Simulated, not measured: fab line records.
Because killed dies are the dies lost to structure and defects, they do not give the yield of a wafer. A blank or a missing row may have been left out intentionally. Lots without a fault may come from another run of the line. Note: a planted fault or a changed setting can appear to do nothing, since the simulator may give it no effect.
Shared-tool check    flow sky130    Lots sampled 13, wafers sampled 39

WHY THIS WAS OPENED
At SKY_GATE_OXIDE_TW_MEAS_14 the reading GATE_OXIDE_TW is flagged on 3 of 13 lots. Wafers without a fault read 224.6, standard deviation 2.3.
Rule: a lot is flagged when every wafer of it that has a number lies more than 4 standard deviations from that mean, or none has a number. All remaining lots are regarded as sound.

lot   measured      on             GATE_OXIDE_TW, wafer by wafer  flag
L600  day 14 01:49  film metro-03  220.7 220.3 221.7              
L602  day 14 21:08  film metro-04  225.3 225.4 227.2              
L601  day 14 21:34  film metro-04  227.3 225.5 224.8              
L604  day 15 08:49  film metro-04  227.3 228.6 228.3              
L603  day 15 09:06  film metro-04  227.3 227.3 227.1              
L606  day 16 11:03  film metro-03  222.8 222.2 221.2              
L609  day 17 02:57  film metro-04  228.0 227.2 227.7              
L613  day 18 14:15  film metro-01  272.0 272.3 271.6              FLAGGED
L616  day 19 09:04  film metro-04  276.5 276.9 276.5              FLAGGED
L618  day 20 10:38  film metro-01  274.8 274.5 275.4              FLAGGED
L619  day 20 15:39  film metro-01  225.7 225.5 223.5              
L620  day 20 19:50  film metro-04  228.6 228.8 227.8              
L622  day 21 08:49  film metro-01  224.3 223.6 224.4              
The numbers of the flagged lots are 274.5 on average: +49.9 against the usual, or +22 standard deviations.

WHICH TOOL EACH LOT WENT THROUGH
The record keeps 1 process step preceding the reading, out of 708 steps on the route. In each cell: the tool, then ch and the chambers that the sampled wafers went through, then the start.
lot   flag     SKY_GATE_OXIDE_IMPLANT_11
L600           implanter-03 ch 0, day 14 01:26
L602           implanter-04 ch 0, day 14 20:46
L601           implanter-03 ch 0, day 14 21:14
L604           implanter-03 ch 0, day 15 08:28
L603           implanter-04 ch 0, day 15 08:46
L606           implanter-04 ch 0, day 16 10:44
L609           implanter-03 ch 0, day 17 02:38
L613  FLAGGED  implanter-04 ch 0, day 18 13:35
L616  FLAGGED  implanter-03 ch 0, day 19 08:25
L618  FLAGGED  implanter-03 ch 0, day 20 09:59
L619           implanter-04 ch 0, day 20 15:11
L620           implanter-04 ch 0, day 20 19:28
L622           implanter-01 ch 0, day 21 08:28
What these steps do:
- SKY_GATE_OXIDE_IMPLANT_11
- SKY_GATE_OXIDE_TW_MEAS_14

FLAGGED OVER TOTAL, TOOL BY TOOL (the gauges that took the reading come last)
step                       tool           lots run  flagged  share of the flagged lots  sound lots run after its first flagged lot
SKY_GATE_OXIDE_IMPLANT_11  implanter-01   1         0        none                       -
SKY_GATE_OXIDE_IMPLANT_11  implanter-03   6         2        some                       0
SKY_GATE_OXIDE_IMPLANT_11  implanter-04   6         1        some                       2 (L619,L620)
SKY_GATE_OXIDE_TW_MEAS_14  film metro-01  4         2        some                       2 (L619,L622)
SKY_GATE_OXIDE_TW_MEAS_14  film metro-03  2         0        none                       -
SKY_GATE_OXIDE_TW_MEAS_14  film metro-04  7         1        some                       1 (L620)

WHAT THE TABLE PERMITS
No row of the table ran every flagged lot.

WHAT THE SIMULATOR HAD INSERTED
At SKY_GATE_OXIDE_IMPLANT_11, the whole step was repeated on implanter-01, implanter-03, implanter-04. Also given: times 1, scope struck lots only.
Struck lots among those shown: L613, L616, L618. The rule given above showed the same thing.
